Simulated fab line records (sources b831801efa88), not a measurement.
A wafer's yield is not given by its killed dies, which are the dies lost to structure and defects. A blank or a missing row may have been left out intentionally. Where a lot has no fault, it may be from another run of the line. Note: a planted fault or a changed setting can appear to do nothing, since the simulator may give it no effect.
Which tool did it? | flow sky130 | 42 wafers from 14 lots sampled at 4 of the route's 708 steps

== WHAT THE GAUGES SHOWED, per wafer ==
SKY_POLY_GATE_THK_MEAS_01. Usual: POLY_GATE_CVD_00_THK 181.6 nm, standard deviation 1.9.
lot  | measured     | on           | POLY_GATE_CVD_00_THK (nm) | flag
L195 | day 13 22:02 | filmMetro-03 | 180.9 181.2 181.0         | 
L196 | day 14 06:49 | filmMetro-02 | 177.1 176.7 179.0         | 
L197 | day 14 20:16 | filmMetro-02 | 183.2 181.2 182.2         | 
L198 | day 14 23:17 | filmMetro-03 | 185.0 182.8 184.9         | 
L199 | day 15 09:28 | filmMetro-03 | 183.5 181.2 181.1         | 
L203 | day 16 23:02 | filmMetro-03 | 181.6 183.0 181.6         | 
L204 | day 17 16:04 | filmMetro-02 | 183.2 182.9 182.5         | 
L206 | day 17 19:01 | filmMetro-03 | 182.6 182.0 181.9         | 
L210 | day 19 18:24 | filmMetro-04 | 181.1 179.6 179.6         | 
L211 | day 19 20:40 | filmMetro-03 | 179.6 181.7 181.1         | 
L214 | day 20 15:31 | filmMetro-03 | 183.7 181.3 182.0         | 
L216 | day 21 02:58 | filmMetro-02 | 180.0 178.3 179.0         | 
L217 | day 21 17:56 | filmMetro-03 | 180.1 181.4 180.4         | 
L218 | day 22 04:44 | filmMetro-02 | 181.3 180.2 180.8         | 

SKY_POLY_GATE_THK_MEAS_21. Usual: POLY_GATE_OXIDATION_THK 4.01 nm, standard deviation 0.091.
lot  | measured     | on           | POLY_GATE_OXIDATION_THK (nm) | flag
L195 | day 16 10:36 | filmMetro-04 | 3.93 3.76 3.88               | 
L196 | day 16 17:38 | filmMetro-04 | 3.93 3.97 3.95               | 
L197 | day 17 07:43 | filmMetro-03 | 3.90 3.99 3.89               | 
L198 | day 17 11:49 | filmMetro-02 | 4.00 3.96 4.01               | 
L199 | day 18 13:31 | filmMetro-03 | 4.07 4.04 4.13               | 
L203 | day 19 14:14 | filmMetro-03 | 4.08 4.08 4.06               | 
L204 | day 20 09:52 | filmMetro-03 | 4.00 4.02 4.07               | 
L206 | day 20 12:51 | filmMetro-02 | 3.94 3.90 3.95               | 
L210 | day 22 09:55 | filmMetro-02 | 4.00 3.95 4.06               | 
L211 | day 22 12:26 | filmMetro-02 | 3.87 4.01 3.95               | 
L214 | day 23 10:01 | filmMetro-03 | 4.00 3.98 3.96               | 
L216 | day 23 19:14 | filmMetro-03 | 4.04 3.96 4.04               | 
L217 | day 24 09:44 | filmMetro-04 | 4.04 4.10 4.02               | 
L218 | day 25 00:52 | filmMetro-03 | 3.99 3.82 3.93               | 

SKY_LDD_P_CD_MEAS_07: the cd target is 380 nm. Usual: 379.9 nm for cdNm, sd 2.4.
lot  | measured     | on       | cdNm (nm)         | flag
L195 | day 18 21:01 | cdSem-01 | 373.7 375.0 374.7 | 
L196 | day 19 04:45 | cdSem-01 | 376.8 378.8 380.7 | 
L197 | day 19 21:11 | cdSem-02 | 379.0 381.4 380.1 | 
L198 | day 20 03:05 | cdSem-02 | 377.9 378.7 377.8 | 
L199 | day 21 02:50 | cdSem-01 | 384.0 383.3 382.8 | 
L203 | day 22 05:53 | cdSem-02 | 381.1 383.3 381.0 | 
L204 | day 22 22:49 | cdSem-01 | 380.1 380.8 378.3 | 
L206 | day 23 02:55 | cdSem-02 | 382.9 383.7 384.3 | 
L210 | day 24 22:40 | cdSem-01 | 377.8 379.3 381.1 | 
L211 | day 25 01:26 | cdSem-02 | 378.8 377.4 381.2 | 
L214 | day 25 20:21 | cdSem-01 | 382.0 381.6 381.1 | 
L216 | day 26 06:41 | cdSem-02 | 379.0 379.8 379.6 | 
L217 | day 26 21:27 | cdSem-01 | 381.0 379.9 380.4 | 
L218 | day 27 12:33 | cdSem-01 | 381.6 382.0 380.2 | 

== WHICH TOOL RAN EACH LOT (tool, then ch and the chambers of the sampled wafers, then the start) ==
lot  | SKY_LDD_N_IMPLANT_10
L195 | implanter-04 ch 0, day 17 13:49
L196 | implanter-02 ch 0, day 17 21:44
L197 | implanter-02 ch 0, day 18 14:13
L198 | implanter-04 ch 0, day 18 18:40
L199 | implanter-04 ch 0, day 19 19:41
L203 | implanter-04 ch 0, day 20 22:00
L204 | implanter-04 ch 0, day 21 16:17
L206 | implanter-04 ch 0, day 21 19:46
L210 | implanter-01 ch 0, day 23 16:03
L211 | implanter-02 ch 0, day 23 19:21
L214 | implanter-02 ch 0, day 24 15:19
L216 | implanter-04 ch 0, day 25 00:30
L217 | implanter-01 ch 0, day 25 15:16
L218 | implanter-02 ch 0, day 26 06:45
- SKY_LDD_N_IMPLANT_10

== AS READ BY THE TOOLS THEMSELVES (means over the sampled wafers that have a number; for cases with no such wafer, the mark the record gives instead) ==
SKY_LDD_N_IMPLANT_10. Usual: beamEnergyKeV 20.001, standard deviation 0.0055; beamOnS 10.02 s, standard deviation 0.21; faradayCurrentUA 422, standard deviation 9.
lot  | tool         | beamEnergyKeV | beamOnS (s) | faradayCurrentUA | flag
L195 | implanter-04 | 20.004        | 9.94        | 426              | 
L196 | implanter-02 | 20.004        | 10.15       | 415              | 
L197 | implanter-02 | 19.994        | 9.94        | 424              | 
L198 | implanter-04 | 19.999        | 10.08       | 420              | 
L199 | implanter-04 | 19.998        | 9.94        | 423              | 
L203 | implanter-04 | 19.998        | 10.12       | 418              | 
L204 | implanter-04 | 16.902        | 11.67       | 361              | OFF
L206 | implanter-04 | 16.897        | 11.35       | 373              | OFF
L210 | implanter-01 | 20.004        | 9.95        | 424              | 
L211 | implanter-02 | 20.001        | 10.07       | 420              | 
L214 | implanter-02 | 20.005        | 10.18       | 415              | 
L216 | implanter-04 | 20.000        | 10.24       | 414              | 
L217 | implanter-01 | 20.000        | 9.89        | 427              | 
L218 | implanter-02 | 20.005        | 10.14       | 417              | 

== THE ANSWER, worked out from the rows above alone ==
Rule: lot off if the mean of its wafers having a number is beyond 3 standard deviations from the usual mean. Also off: a lot with no number at a reading for which 4 or more lots have one. Any other lot the step has rows for is counted as sound. After the gauges, taken in route order, come the tools' own readings; for these a lot's mean is taken, as printed above. The first step at which some lot is off is used, and at that step the reading that is off furthest; a lot without a number counts as furthest.
Off: L204, L206, at SKY_LDD_N_IMPLANT_10 (beamEnergyKeV).
A tool fits if, at that step or a process step before it, it ran every lot that is off, and no sound lot after the first of them. Not one of the candidates tried fits.

== WHAT THE SIMULATOR HAD INSERTED ==
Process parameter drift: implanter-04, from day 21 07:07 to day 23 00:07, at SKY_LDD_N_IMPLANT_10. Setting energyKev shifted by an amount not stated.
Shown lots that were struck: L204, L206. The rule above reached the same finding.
